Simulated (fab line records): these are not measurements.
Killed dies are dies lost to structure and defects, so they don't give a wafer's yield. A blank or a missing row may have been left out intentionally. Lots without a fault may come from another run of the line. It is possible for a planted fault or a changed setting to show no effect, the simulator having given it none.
fab line records	flow sky130
record lots=5	wafers=15	last_day=50
route steps=708 shown LI_CONTACT@370
lots that met no fault: from a run of the same line without faults
start_h: start of the lot's first displayed wafer, in hours after the record's first day	wait_h: hours elapsed since this lot's preceding step	" identical to the entry in the row above	L1.1+2: a row that stands for several wafers	- no value, or no start given	* or withheld: withheld	< > ~ a bound
route shown NAME@n: NAME is a module with steps in the file, n the number in the route of the first one	usual: mean and standard deviation over wafers with no fault	same: alike in all rows	chamber/n: place in a boat	sites: readings site by site	_std_site: standard deviation across them	_edge_site: the outer-site mean with the inner-site mean subtracted	radius_mm: how far each site lies from the wafer's centre	mask NAME#n: copy n	behind: the last tool/chamber to shape the wafer	hold: reason for holding the lot/hours on hold/outcome of the hold	device: whichever transistor did not switch (one of n, p or np)	end of line: the tests these same wafers got at the end of their route	a step without rows: its recipe alone	killed: not the wafer's yield, but the dies lost to structure and defects at the first sort	map: per-die view of a wafer (x killed, . not killed, _ where there is no die)
set.NAME: the run value of the setting; set.NAME@STEP: its run value at that earlier step	model.NAME: the simulator's own value behind a step, which no gauge read
lots at some steps of the route; a table a step, a row a wafer
services: when a tool's chamber went out of use (start_h, in hours from the record's first day, below 0 if earlier), for how many hours, and the reason
## steps
# step SKY_LI_CONTACT_SOFTBAKE_08
# recipe temp_c=100	time_s=90	resist=KrF-thick
# step SKY_LI_CONTACT_EXPOSE_09
# recipe mask_id=LICM1	na=0.8	source_shape=annular	sigma_inner=0.55	sigma_outer=0.85	target_cd_nm=170	dose_mj=38
# step SKY_LI_CONTACT_PEB_10
# recipe peb_temp_c=withheld	peb_time_s=withheld	resist=KrF-thick
# step SKY_LI_CONTACT_DEVELOP_11
# recipe develop_time_s=60	resist=KrF-thick	dev_temp_c=21
# step SKY_LI_CONTACT_CD_MEAS_12
# recipe target_cd_nm=170
# usual cd_nm=170.1/1.5
lot.wafer	tool	chamber	start_h	wait_h	cd_nm
L808.2	cd_sem-01	-	684.68	-	167.3
L808.3	"	-	"	"	168.4
L808.6	"	-	"	"	167.9
L809.2	cd_sem-02	-	695.63	-	170.7
L809.5	"	-	"	"	167.8
L809.6	"	-	"	"	169.3
L811.1	cd_sem-01	-	709.19	-	169.1
L811.4	"	-	"	"	168.8
L811.6	"	-	"	"	167.4
L827.2	cd_sem-02	-	835.04	-	171.9
L827.4	"	-	"	"	171.4
L827.5	"	-	"	"	170.9
L829.1	cd_sem-01	-	846.31	-	169.0
L829.3	"	-	"	"	172.1
L829.4	"	-	"	"	170.7
# step SKY_LI_CONTACT_OVL_MEAS_13
# usual LI_CONTACT_OVL=-3/6.8
lot.wafer	tool	chamber	start_h	wait_h	LI_CONTACT_OVL[nm]
L808.2	overlay-02	-	684.78	0.1	-5
L808.3	"	-	"	"	-3
L808.6	"	-	"	"	-6
L809.2	overlay-02	-	695.73	0.1	5
L809.5	"	-	"	"	-3
L809.6	"	-	"	"	3
L811.1	overlay-01	-	709.31	0.1	-5
L811.4	"	-	"	"	4
L811.6	"	-	"	"	-1
L827.2	overlay-02	-	835.15	0.1	-8
L827.4	"	-	"	"	-7
L827.5	"	-	"	"	-4
L829.1	overlay-02	-	846.43	0.1	-5
L829.3	"	-	"	"	-9
L829.4	"	-	"	"	0
# step SKY_LI_CONTACT_ETCH_14
# recipe chemistry=N2/H2	target=BARC	ion_energy_ev=200	source_w=500	bias_w=100	pressure_mtorr=30	n2_flow_sccm=100	h2_flow_sccm=200	stop_on=SiO2	time_s=45.9	target_depth_a=600
# usual drypump_motor_current_A=5.6/0.53	oes_product_au=0.854/0.0048	rf_fwd_power_W=494.5/2.2	throttle_valve_pct=13.224/0.0082
lot.wafer	tool	chamber	start_h	wait_h	drypump_motor_current_A	oes_product_au	rf_fwd_power_W	rf_hours_counter_h	throttle_valve_pct
L808.2	rie_diel-02	2	684.81	0.0	5.2	0.853	494.7	47	13.216
L808.3	"	1	"	"	5.0	0.851	492.6	20	13.220
L808.6	"	1	"	"	5.0	0.852	494.0	-	13.228
L809.2	rie_diel-04	3	695.76	0.0	6.0	0.853	491.7	31	13.229
L809.5	"	2	"	"	6.5	0.848	493.6	-	13.230
L809.6	"	3	"	"	6.0	0.849	493.6	-	13.225
L811.1	rie_diel-04	1	709.34	0.0	5.1	0.857	495.0	11	13.236
L811.4	"	2	"	"	6.5	0.853	496.1	9	13.222
L811.6	"	1	"	"	5.1	0.854	493.3	-	13.233
L827.2	rie_diel-02	1	835.18	0.0	5.0	0.858	491.4	24	13.225
L827.4	"	3	"	"	5.9	0.854	497.3	7	13.219
L827.5	"	1	"	"	5.0	0.859	493.0	-	13.234
L829.1	rie_diel-02	0	846.47	0.0	5.0	0.845	493.5	11	13.232
L829.3	"	3	"	"	6.0	0.854	493.7	7	13.221
L829.4	"	1	"	"	5.0	0.855	492.0	24	13.225
# step SKY_LI_CONTACT_ETCH_15
# recipe target=PSG	chemistry=C4F8/O2/Ar	stop_on=Si	taper_deg=4.15	mask_material=KrF-thick	source_w=1500	bias_w=1200	pressure_mtorr=40	c4f8_flow_sccm=withheld	O2_flow_sccm=6	Ar_flow_sccm=300	time_s=withheld	target_depth_a=6000
# usual oes_product_au=0.837/0.0041	rf_fwd_power_W=1492/5.2
lot.wafer	tool	chamber	start_h	wait_h	oes_product_au	rf_fwd_power_W
L808.2	rie_diel-02	2	684.86	0.0	0.839	1501
L808.3	"	1	"	"	0.834	1489
L808.6	"	1	"	"	0.837	1486
L809.2	rie_diel-04	3	695.81	0.0	0.843	1494
L809.5	"	2	"	"	0.829	1486
L809.6	"	3	"	"	0.840	1494
L811.1	rie_diel-04	1	709.39	0.0	0.834	1492
L811.4	"	2	"	"	0.840	1494
L811.6	"	1	"	"	0.839	1495
L827.2	rie_diel-02	1	835.22	0.0	0.846	1484
L827.4	"	3	"	"	0.835	1492
L827.5	"	1	"	"	0.839	1487
L829.1	rie_diel-02	0	846.51	0.0	0.838	1494
L829.3	"	3	"	"	0.847	1486
L829.4	"	1	"	"	0.840	1486
# step SKY_LI_CONTACT_STRIP_16
# recipe chemistry=O2/N2	power_w=1400	pressure_mtorr=1500	platen_temp_c=withheld	o2_flow_sccm=3000	n2_flow_sccm=300	overash_fraction=0.5
# usual drypump_motor_current_A=5.5/0.37	oes_product_au=0.375/0.0044	strip_time_to_endpoint_s=3.492/0.024
# same overash_fraction=0.5
lot.wafer	tool	chamber	start_h	wait_h	drypump_motor_current_A	oes_product_au	rf_hours_counter_h	strip_time_to_endpoint_s
L808.2	plasma_asher-01	1	684.94	-	5.9	0.379	56	3.506
L808.3	"	1	"	"	5.9	0.370	-	3.509
L808.6	"	1	"	"	5.9	0.370	-	3.486
L809.2	plasma_asher-02	0	695.89	-	5.3	0.375	101	3.485
L809.5	"	1	"	"	5.4	0.376	-	3.526
L809.6	"	0	"	"	5.3	0.376	-	3.501
L811.1	plasma_asher-04	1	709.47	-	4.9	0.367	89	3.466
L811.4	"	1	"	"	4.9	0.375	-	3.473
L811.6	"	0	"	"	5.4	0.376	-	3.478
L827.2	plasma_asher-04	1	835.31	-	5.0	0.365	101	3.477
L827.4	"	1	"	"	5.0	0.371	-	3.462
L827.5	"	1	"	"	5.0	0.378	-	3.446
L829.1	plasma_asher-04	0	846.59	-	5.5	0.383	102	3.523
L829.3	"	0	"	"	5.5	0.381	-	3.512
L829.4	"	1	"	"	4.9	0.382	-	3.496
# step SKY_LI_CONTACT_CLEAN_17
# recipe chemistry=NMP	time_s=600	temp_c=60	dry=n2_spin
# step SKY_LI_CONTACT_PRE_CLEAN_18
# recipe gas=Ar	time_s=5.6	bias_v=358
# step SKY_LI_CONTACT_SPUTTER_19
# recipe material=Ti	target_thk_nm=20	chamber_pressure_pa=5	power_w=2500	substrate_temp_c=200	time_s=106.37
# usual cathode_dc_power_W=2500.0/0.44	throttle_valve_pct=29.7/0.71
lot.wafer	tool	chamber	start_h	wait_h	cathode_dc_power_W	throttle_valve_pct
L808.2	pvd_sputter-01	-	685.24	0.0	2499.9	29.9
L808.3	"	-	"	"	2499.5	29.7
L808.6	"	-	"	"	2500.0	29.9
L809.2	pvd_sputter-04	-	696.22	0.0	2500.9	28.8
L809.5	"	-	"	"	2500.6	29.5
L809.6	"	-	"	"	2499.6	28.7
L811.1	pvd_sputter-04	-	709.77	0.0	2500.5	30.3
L811.4	"	-	"	"	2499.5	29.4
L811.6	"	-	"	"	2500.0	30.7
L827.2	pvd_sputter-01	-	835.60	0.0	2500.5	29.6
L827.4	"	-	"	"	2500.2	30.2
L827.5	"	-	"	"	2500.7	30.0
L829.1	pvd_sputter-01	-	846.89	0.0	2500.3	30.2
L829.3	"	-	"	"	2499.4	29.8
L829.4	"	-	"	"	2500.7	29.3
# step SKY_LI_CONTACT_SPUTTER_20
# recipe material=TiN	target_thk_nm=20	chamber_pressure_pa=5	power_w=4000	time_s=80
# usual cathode_dc_power_W=3999.9/0.81	throttle_valve_pct=29.7/0.7
lot.wafer	tool	chamber	start_h	wait_h	cathode_dc_power_W	throttle_valve_pct	model.TiN_of_LI_CONTACT_SPUTTER_20.thk_nm
L808.2	pvd_sputter-01	-	685.31	0.0	3999.0	30.0	19.21
L808.3	"	-	"	"	4000.8	29.4	19.2
L808.6	"	-	"	"	4000.9	29.9	19.58
L809.2	pvd_sputter-04	-	696.30	0.0	3999.2	29.0	20.34
L809.5	"	-	"	"	3999.7	29.5	19.98
L809.6	"	-	"	"	4000.4	28.8	20.44
L811.1	pvd_sputter-04	-	709.84	0.0	3354.7	30.1	16.62
L811.4	"	-	"	"	3999.8	29.1	19.98
L811.6	"	-	"	"	3999.2	30.9	20.09
L827.2	pvd_sputter-01	-	835.68	0.0	3999.5	29.3	20.05
L827.4	"	-	"	"	3999.7	30.5	20.22
L827.5	"	-	"	"	4000.5	30.1	20.09
L829.1	pvd_sputter-01	-	846.96	0.0	4000.6	30.4	19.87
L829.3	"	-	"	"	4000.9	29.9	19.93
L829.4	"	-	"	"	4001.0	29.3	19.92
# step SKY_LI_CONTACT_CVD_21
# recipe material=W	target_thk_nm=400	time_s=120.56	temp_c=400	pressure_torr=40
# usual heater_power_w=891/55
lot.wafer	tool	chamber	start_h	wait_h	heater_power_w
L808.2	cvd_w-02	0	685.37	0.0	905
L808.3	"	1	"	"	907
L808.6	"	1	"	"	911
L809.2	cvd_w-01	1	696.36	0.0	780
L809.5	"	1	"	"	780
L809.6	"	0	"	"	853
L811.1	cvd_w-02	0	709.90	0.0	911
L811.4	"	0	"	"	935
L811.6	"	0	"	"	933
L827.2	cvd_w-02	0	835.74	0.0	941
L827.4	"	1	"	"	921
L827.5	"	1	"	"	895
L829.1	cvd_w-02	1	847.02	0.0	901
L829.3	"	0	"	"	949
L829.4	"	1	"	"	901
## services
tool	chamber	start_h	hours	kind
cvd_w-01	-	662.96	1.0	repair
rie_diel-02	-	669.75	0.9	repair
plasma_asher-01	-	672.78	3.0	repair
cvd_w-01	0	685.84	1.8	repair
rie_diel-04	3	702.76	6.3	repair
cvd_w-02	1	705.24	8.0	repair
plasma_asher-02	-	707.89	0.5	repair
plasma_asher-01	-	717.02	2.8	pm
pvd_sputter-04	-	723.35	2.1	repair
rie_diel-04	3	732.80	3.7	repair
plasma_asher-02	-	733.75	9.0	pm
rie_diel-04	2	736.99	19.0	repair
plasma_asher-04	-	738.87	0.8	repair
pvd_sputter-01	-	740.09	3.8	repair
rie_diel-04	0	754.58	4.4	repair
plasma_asher-04	-	757.03	9.0	repair
rie_diel-02	3	777.99	4.9	repair
rie_diel-04	1	786.71	3.7	repair
pvd_sputter-04	-	786.95	4.6	repair
plasma_asher-01	-	794.48	8.2	repair
rie_diel-02	-	796.33	1.8	repair
pvd_sputter-01	-	811.99	2.3	repair
rie_diel-02	-	818.34	0.3	repair
plasma_asher-02	-	831.01	2.8	pm
## key
first_sign step=SKY_LI_CONTACT_SPUTTER_20	reading=cathode_dc_power_W	direction=down	sigmas=99+	usual=3999.9	struck=3354.7
effect none on later readings
model_effect step=SKY_LI_CONTACT_SPUTTER_20	value=TiN_of_LI_CONTACT_SPUTTER_20.thk_nm	without=19.85	struck=16.62
met_at SKY_LI_CONTACT_SPUTTER_20
struck_wafers L811.1
tester_left_out L811
fault kind=process_parameter_drift	tool=pvd_sputter-04	chamber=-	onset_h=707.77	steps=SKY_LI_CONTACT_SPUTTER_20	channel=power_w	offset=*	shape=step	end_h=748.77	acts_in=*	stated=*	scope=struck_wafers_only
# tester_left_out: of these lots the tester's yield and bins aren't shown, on N5 and GAA mostly nor the transistor test; their killed dies are dies lost to structure and defects alone, not to doping, threshold or leakage, so they don't give the yield
